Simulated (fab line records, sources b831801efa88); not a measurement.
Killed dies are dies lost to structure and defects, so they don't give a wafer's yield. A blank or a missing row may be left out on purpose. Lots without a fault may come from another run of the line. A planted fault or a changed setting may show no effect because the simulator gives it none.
Which tool did it? | flow sky130 | 11 lots, 33 wafers sampled, at 4 steps of a route of 708

WHAT THE GAUGES READ, wafer by wafer
SKY_METAL4_OVL_MEAS_14.
lot  | measured     | on         | METAL4_OVL (nm)
L203 | day 43 02:37 | overlay-02 | -5 -8 -3
L206 | day 43 13:59 | overlay-01 | 4 3 3
L205 | day 43 16:43 | overlay-01 | -11 -2 -5
L207 | day 43 20:08 | overlay-02 | 4 5 12
L209 | day 44 11:31 | overlay-02 | 2 2 3
L212 | day 45 05:51 | overlay-01 | -4 0 -8
L214 | day 45 21:51 | overlay-01 | 2 4 3
L219 | day 46 23:16 | overlay-01 | 1 -4 1
L223 | day 47 17:04 | overlay-02 | -9 -8 -6
L225 | day 48 00:46 | overlay-02 | 11 8 11
L226 | day 48 06:58 | overlay-01 | -7 -12 -6

SKY_PASSIVATION_THK_MEAS_01.
lot  | measured     | on            | PASSIVATION_CVD_00_THK (nm)
L203 | day 44 23:52 | film_metro-03 | 87.8 90.0 90.1
L206 | day 45 12:23 | film_metro-03 | 91.0 90.7 89.6
L205 | day 45 15:08 | film_metro-01 | 89.5 90.9 90.8
L207 | day 45 18:01 | film_metro-03 | 90.2 91.6 91.6
L209 | day 46 12:58 | film_metro-01 | 88.9 91.7 91.2
L212 | day 47 04:50 | film_metro-01 | 90.5 89.7 91.6
L214 | day 47 18:20 | film_metro-03 | 89.8 90.5 91.8
L219 | day 48 18:00 | film_metro-01 | 88.6 91.3 91.3
L223 | day 49 11:37 | film_metro-01 | 88.8 90.5 90.6
L225 | day 49 18:36 | film_metro-01 | 90.1 90.3 90.5
L226 | day 50 00:12 | film_metro-03 | 89.7 87.8 89.8

SKY_PASSIVATION_THK_MEAS_03.
lot  | measured     | on            | PASSIVATION_CVD_02_THK (nm)
L203 | day 45 00:09 | film_metro-02 | 544 535 556
L206 | day 45 12:41 | film_metro-01 | 538 542 543
L205 | day 45 15:25 | film_metro-02 | 539 545 553
L207 | day 45 18:18 | film_metro-02 | 529 537 543
L209 | day 46 13:15 | film_metro-01 | 539 552 542
L212 | day 47 05:07 | film_metro-02 | 545 471 553
L214 | day 47 18:38 | film_metro-02 | 533 472 540
L219 | day 48 18:17 | film_metro-03 | 538 544 543
L223 | day 49 11:54 | film_metro-02 | 534 544 547
L225 | day 49 18:53 | film_metro-03 | 521 524 535
L226 | day 50 00:29 | film_metro-03 | 537 528 539

WHICH TOOL RAN EACH LOT (tool, then ch and the chambers of the sampled wafers, then the start)
lot  | SKY_PASSIVATION_CVD_02
L203 | pecvd-02 ch 1,2, day 44 23:55
L206 | pecvd-02 ch 0,1,2, day 45 12:27
L205 | pecvd-01 ch 1,2, day 45 15:11
L207 | pecvd-03 ch 1,2, day 45 18:05
L209 | pecvd-01 ch 0,1,2, day 46 13:00
L212 | pecvd-02 ch 0,2, day 47 04:53
L214 | pecvd-02 ch 0,1,2, day 47 18:23
L219 | pecvd-01 ch 0,1,2, day 48 18:02
L223 | pecvd-03 ch 1,2, day 49 11:40
L225 | pecvd-03 ch 0,1,2, day 49 18:40
L226 | pecvd-01 ch 0,1, day 50 00:16
- SKY_PASSIVATION_CVD_02: deposits Si3N4, target thk 540 nm.

WHAT THE TOOLS THEMSELVES READ (means of the sampled wafers that have a number; where no wafer has one, the mark that the record gives instead)
SKY_PASSIVATION_CVD_02.
lot  | tool     | heater_power_w (W)
L203 | pecvd-02 | 806
L206 | pecvd-02 | 749
L205 | pecvd-01 | 813
L207 | pecvd-03 | 717
L209 | pecvd-01 | 789
L212 | pecvd-02 | 700
L214 | pecvd-02 | 719
L219 | pecvd-01 | 839
L223 | pecvd-03 | 732
L225 | pecvd-03 | 677
L226 | pecvd-01 | 764

THE ANSWER, worked out from the rows above alone
Rule: what is usual is taken from the lots themselves. Put in order of their means at a reading, lots are off if they are a third of the lots or fewer, leave a main group of 4 or more, and stand apart from it by a gap of 3 or more times the standard deviation of the main group's means; of several such gaps the widest counts. A main group whose means are all the same, to the digits that the tables above print for the reading, isn't used. A lot without any number at a reading at which 4 lots or more have one is off too. The other lots that the step has rows for count as sound. The gauges are gone through in route order, then the tools' own readings, and for those a lot's mean is taken as printed above. The first step at which some lot is off is used, and at that step the reading that is off furthest; a lot without a number counts as furthest.
No lot is off at any reading shown: from this, nothing can be told.

WHAT THE SIMULATOR HAD PUT IN
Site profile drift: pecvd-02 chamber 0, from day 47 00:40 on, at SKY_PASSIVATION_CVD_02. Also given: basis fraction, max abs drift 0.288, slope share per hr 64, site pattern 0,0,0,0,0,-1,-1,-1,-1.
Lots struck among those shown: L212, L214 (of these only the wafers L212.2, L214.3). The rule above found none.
